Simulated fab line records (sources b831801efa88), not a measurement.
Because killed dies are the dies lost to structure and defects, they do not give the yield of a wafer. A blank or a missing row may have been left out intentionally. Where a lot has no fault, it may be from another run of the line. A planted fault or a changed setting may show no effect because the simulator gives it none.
A struck lot beside a sound one / flow sky130 / 43 out of 708 route steps
Sound: the wafers L741.1, L741.5, L741.6. Struck: wafer L760.3. (L760.4, L760.6 of the same lot were not struck and are left out.) The cause comes at the end.
Per side, at each step with rows, come the tool, then ch with its chambers, and then its first start. Under that, the readings that differ: sound wafers / struck wafers / difference of the means / sigmas: that difference in standard deviations of wafers without a fault.
alike: readings with means less than 2 such deviations apart, plus words and numbers identical on both sides. not compared: withheld readings, readings lacking a value on some wafer, bounds such as >300 that could conceal the same value, and numbers that have no deviation in the record and whose values overlap.
Wherever a step has rows on one side only, a row that says differs or no value, or a row with sigmas, the two part there. Numbers that don't overlap but have no deviation are shown without sigmas and don't part them. Lack of a reading on every wafer of one side parts them only where that side has two or more wafers.

SKY_LI_CONTACT_BOW_MEAS_03:
  sound on film_metro-01 at day 28 14:00; struck on film_metro-04 at day 34 19:08
  alike: LI_CONTACT_BOW
then, 8 steps without rows for these wafers: SKY_LI_CONTACT_DEHYDRATE_04 (time 60 s); SKY_LI_CONTACT_HMDS_05 (prime time 60 s); SKY_LI_CONTACT_COAT_06 (resist thk 60 nm); SKY_LI_CONTACT_COAT_07 (resist thk 450 nm); SKY_LI_CONTACT_SOFTBAKE_08 (time 90 s); SKY_LI_CONTACT_EXPOSE_09 (exposes mask LICM1, target cd 170 nm); SKY_LI_CONTACT_PEB_10; SKY_LI_CONTACT_DEVELOP_11 (develop time 60 s).
SKY_LI_CONTACT_CD_MEAS_12: target cd 170 nm.
  sound on cd_sem-01 at day 29 16:32; struck on cd_sem-01 at day 35 20:52
  alike: cd_nm
SKY_LI_CONTACT_OVL_MEAS_13:
  sound on overlay-02 at day 29 16:39; struck on overlay-02 at day 35 20:58
  alike: LI_CONTACT_OVL
then, 1 step without rows for these wafers: SKY_LI_CONTACT_ETCH_14 (etches BARC in N2/H2, stops on SiO2, time 45.9 s, target depth 60 nm).
SKY_LI_CONTACT_ETCH_15: etches PSG in C4F8/O2/Ar, stops on Si, target depth 600 nm.
  sound on rie_diel-01 ch 0,2,3, day 29 16:44; struck on rie_diel-01 ch 1, day 35 21:02
  alike: oes_product_au
then, 4 steps without rows for these wafers: SKY_LI_CONTACT_STRIP_16 (strips in O2/N2); SKY_LI_CONTACT_CLEAN_17 (cleans in NMP, time 600 s); SKY_LI_CONTACT_PRE_CLEAN_18 (time 5.6 s); SKY_LI_CONTACT_SPUTTER_19 (material Ti, target thk 20 nm, time 106.37 s).
SKY_LI_CONTACT_SPUTTER_20: material TiN, target thk 20 nm, time 80 s.
  sound on pvd_sputter-03 at day 29 17:11; struck on pvd_sputter-03 at day 35 21:29
  alike: throttle_valve_pct
SKY_LI_CONTACT_CVD_21: deposits W, target thk 400 nm, time 120.56 s.
  sound on cvd_w-02 ch 0,1, day 29 17:14; struck on cvd_w-01 ch 0, day 35 21:35
  alike: heater_power_w
SKY_LI_CONTACT_RS_MEAS_22: a four-point-probe measurement.
  sound on film_metro-01 at day 29 17:22; struck on film_metro-04 at day 35 21:43
  alike: LI_CONTACT_W_RS
SKY_LI_CONTACT_THK_MEAS_23: measures by xrf.
  sound on film_metro-01 at day 29 17:29; struck on film_metro-04 at day 35 21:49
  alike: LI_CONTACT_W_THK
then, 2 steps without rows for these wafers: SKY_LI_CONTACT_CMP_24 (polishes, stops on PSG, t overpolish 20 s, target thk 0 nm); SKY_LOCAL_INTERCONNECT_SPUTTER_00 (material TiN, target thk 100 nm, time 83.3 s).
SKY_LOCAL_INTERCONNECT_RS_MEAS_01: a four-point-probe measurement.
  sound on film_metro-02 at day 29 17:55; struck on film_metro-01 at day 35 22:15
  alike: LOCAL_INTERCONNECT_TIN_RS
SKY_LOCAL_INTERCONNECT_THK_MEAS_02: measures by xrf.
  sound on film_metro-02 at day 29 18:02; struck on film_metro-01 at day 35 22:21
  alike: LOCAL_INTERCONNECT_TIN_THK
then, 8 steps without rows for these wafers: SKY_LOCAL_INTERCONNECT_DEHYDRATE_03 (time 60 s); SKY_LOCAL_INTERCONNECT_HMDS_04 (prime time 60 s); SKY_LOCAL_INTERCONNECT_COAT_05 (resist thk 60 nm); SKY_LOCAL_INTERCONNECT_COAT_06 (resist thk 450 nm); SKY_LOCAL_INTERCONNECT_SOFTBAKE_07 (time 90 s); SKY_LOCAL_INTERCONNECT_EXPOSE_08 (exposes mask LI1M, target cd 170 nm); SKY_LOCAL_INTERCONNECT_PEB_09; SKY_LOCAL_INTERCONNECT_DEVELOP_10 (develop time 60 s).
SKY_LOCAL_INTERCONNECT_CD_MEAS_11: target cd 170 nm.
  sound on cd_sem-01 at day 30 21:55; struck on cd_sem-02 at day 37 00:15
  alike: cd_nm
SKY_LOCAL_INTERCONNECT_OVL_MEAS_12:
  sound on overlay-02 at day 30 22:02; struck on overlay-01 at day 37 00:20
  alike: LOCAL_INTERCONNECT_OVL
then, 1 step without rows for these wafers: SKY_LOCAL_INTERCONNECT_ETCH_13 (etches BARC in N2/H2, stops on SiO2, time 45.9 s, target depth 60 nm).
SKY_LOCAL_INTERCONNECT_METAL_ETCH_14: etches TiN in Cl2/BCl3, stops on PSG, target depth 110 nm, time 31.4 s.
  sound on rie_metal-02 ch 0,1, day 30 22:08; struck on rie_metal-04 ch 1, day 37 00:26
reading=drypump_motor_current_A (A); sound=5.5 5.5 6.2; struck=6.6; difference=+0.9; sigmas=+2
  alike: oes_product_au, throttle_valve_pct
  not compared: rf_hours_counter_h
SKY_LOCAL_INTERCONNECT_STRIP_15: strips in O2/N2.
  sound on plasma_asher-02 ch 0,1, day 30 22:11; struck on plasma_asher-01 ch 0, day 37 00:31
  alike: drypump_motor_current_A, n2_flow_sccm, oes_product_au, strip_time_to_endpoint_s
  not compared: rf_hours_counter_h
then, 3 steps without rows for these wafers: SKY_LOCAL_INTERCONNECT_STRIP_16 (strips in post etch residue remover, time 1200 s); SKY_LOCAL_INTERCONNECT_CLEAN_17 (cleans in IPA, time 180 s); SKY_LOCAL_INTERCONNECT_CLEAN_18 (cleans in O3/DIW).
SKY_CONTACT_CVD_00: deposits Si3N4, target thk 75 nm.
  sound on pecvd-02 ch 1,2, day 30 22:47; struck on pecvd-04 ch 0, day 37 01:05
  alike: heater_power_w
-- the record jumps here: 14 days lie between the struck wafers' starts before and after (it left off in module CONTACT and takes up again in module PAD_OPEN, whose first step shown is number 708 of the route) --
SKY_PAD_OPEN_PROBE_99:
  sound on prober-01 at day 46 06:29; struck on prober-02 at day 50 14:43
reading=hold; sound=- - -; struck=await_dispo/3.1h/release; difference=no value on the sound wafers; sigmas=
reading=killed_at_contacts; sound=27 22 29; struck=95; difference=+69; sigmas=+13
reading=killed_dies; sound=102 75 87; struck=138; difference=+50; sigmas=+5
  alike: killed_at_M0_to_M3, killed_at_M4_up, killed_at_front_end, killed_at_other, killed_open, killed_short

WHERE THEY PART
Last at SKY_PAD_OPEN_PROBE_99 as far as this record goes, first at SKY_LOCAL_INTERCONNECT_METAL_ETCH_14.

WHY: whatever the simulator had introduced
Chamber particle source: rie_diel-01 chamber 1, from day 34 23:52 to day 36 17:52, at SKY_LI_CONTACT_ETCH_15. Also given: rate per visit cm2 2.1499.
